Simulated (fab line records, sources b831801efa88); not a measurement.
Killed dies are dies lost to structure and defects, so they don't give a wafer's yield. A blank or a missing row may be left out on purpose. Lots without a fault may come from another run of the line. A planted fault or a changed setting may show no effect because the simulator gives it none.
Chamber matching | flow sky130 | SKY_METAL3_ETCH_17 on rie_diel-02: 4 sister chambers
The step etches SiO2 in C4F8/O2/Ar, stops on TiN, time 3.9 s, target depth 15 nm. 16 wafers are shown with their chamber, then 8 later ones without.

WAFERS WITH THEIR CHAMBER
wafer  | chamber | oes_product_au (a.u.)
L075.2 | 3       | 0.757
L075.3 | 2       | 0.746
L075.4 | 2       | 0.759
L076.2 | 2       | 0.756
L076.3 | 0       | 0.747
L076.6 | 1       | 0.747
L078.1 | 1       | 0.740
L078.2 | 0       | 0.753
L078.3 | 2       | 0.756
L078.4 | 3       | 0.756
L078.5 | 2       | 0.752
L078.6 | 3       | 0.760
L080.2 | 1       | 0.751
L080.4 | 2       | 0.754
L080.6 | 0       | 0.754
L085.1 | 1       | 0.762

SIGNATURES (means of the wafers above)
reading        | chamber 0 | chamber 1 | chamber 2 | chamber 3 | scatter within a chamber
oes_product_au | 0.75133   | 0.75000   | 0.75383   | 0.75767   | 0.00572
Rule: a wafer's distance from a chamber is the root of the sum, over the readings, of the square of ((its reading less the chamber's mean) divided by the reading's scatter). The wafer belongs to the nearest chamber; if the next one is less than 2 further off, it can't be placed. The scatter: the root of (the sum of the squares of (reading less its chamber's mean) over the shown wafers, divided by (wafers less chambers)).

WAFERS WITHOUT THEIR CHAMBER
wafer  | oes_product_au (a.u.)
L085.2 | 0.758
L085.3 | 0.764
L093.2 | 0.754
L093.3 | 0.755
L093.4 | 0.763
L097.1 | 0.761
L097.3 | 0.760
L097.5 | 0.764

WHICH CHAMBER EACH WENT THROUGH
wafer  | from the rows above               | in truth
L085.2 | can't be placed: 3 or 2 or 0 or 1 | 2
L085.3 | can't be placed: 3 or 2 or 0 or 1 | 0
L093.2 | can't be placed: 2 or 0 or 3 or 1 | 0
L093.3 | can't be placed: 2 or 3 or 0 or 1 | 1
L093.4 | can't be placed: 3 or 2 or 0 or 1 | 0
L097.1 | can't be placed: 3 or 2 or 0 or 1 | 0
L097.3 | can't be placed: 3 or 2 or 0 or 1 | 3
L097.5 | can't be placed: 3 or 2 or 0 or 1 | 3
Placed correctly: 0 of 8. Can't be placed from these rows: 8 (the true chamber is among the candidates in 8). Placed wrongly: 0.
